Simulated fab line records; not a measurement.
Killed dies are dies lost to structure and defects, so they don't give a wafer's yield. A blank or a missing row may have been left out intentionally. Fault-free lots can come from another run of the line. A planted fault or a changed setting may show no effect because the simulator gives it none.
Matching of chambers / flow gf180mcu / GF_STI_ETCH_14 on rie_si-01: 3 sister chambers
The step etches Si in HBr/Cl2/O2, target depth 360 nm, time 102.9 s. 6 wafers are shown with their chamber, then 8 later ones without.

WAFERS WITH THEIR CHAMBER
wafer=L914.1; chamber=2; drypump_motor_current_A (A)=5.1; oes_product_au (a.u.)=1.001
wafer=L914.4; chamber=1; drypump_motor_current_A (A)=5.2; oes_product_au (a.u.)=0.983
wafer=L914.6; chamber=0; drypump_motor_current_A (A)=4.6; oes_product_au (a.u.)=0.989
wafer=L915.4; chamber=0; drypump_motor_current_A (A)=4.6; oes_product_au (a.u.)=0.997
wafer=L915.5; chamber=1; drypump_motor_current_A (A)=5.3; oes_product_au (a.u.)=0.994
wafer=L915.6; chamber=2; drypump_motor_current_A (A)=5.1; oes_product_au (a.u.)=1.008

WAFERS MISSING THEIR CHAMBER
wafer=L918.1; drypump_motor_current_A (A)=5.1; oes_product_au (a.u.)=1.004
wafer=L918.4; drypump_motor_current_A (A)=4.6; oes_product_au (a.u.)=1.009
wafer=L918.5; drypump_motor_current_A (A)=5.2; oes_product_au (a.u.)=0.982
wafer=L926.1; drypump_motor_current_A (A)=4.6; oes_product_au (a.u.)=1.001
wafer=L926.5; drypump_motor_current_A (A)=5.3; oes_product_au (a.u.)=0.981
wafer=L926.6; drypump_motor_current_A (A)=4.6; oes_product_au (a.u.)=1.001
wafer=L927.2; drypump_motor_current_A (A)=4.6; oes_product_au (a.u.)=1.010
wafer=L927.3; drypump_motor_current_A (A)=5.2; oes_product_au (a.u.)=1.024

THE CHAMBER EACH PASSED THROUGH
wafer=L918.1; from the rows above=2; in truth=2
wafer=L918.4; from the rows above=0; in truth=0
wafer=L918.5; from the rows above=1; in truth=1
wafer=L926.1; from the rows above=0; in truth=0
wafer=L926.5; from the rows above=1; in truth=1
wafer=L926.6; from the rows above=0; in truth=0
wafer=L927.2; from the rows above=0; in truth=0
wafer=L927.3; from the rows above=can't be placed: 2 or 1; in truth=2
Correct placement for 7 of the 8. Cannot be placed on the basis of these rows: 1; the candidates contain the true chamber in 1. Number placed wrongly: 0.
How it was worked out, from the rows above alone: a wafer's distance from a chamber is the root of the sum, over the readings, of the square of ((its reading less the chamber's mean) divided by the reading's scatter). If the next closest chamber is less than 2 further off than the closest, the wafer can't be placed; otherwise it belongs to the closest. A chamber's mean is the mean of its shown wafers. The scatter: the root of (the sum of the squares of (reading less its chamber's mean) over the shown wafers, divided by (wafers less chambers)).
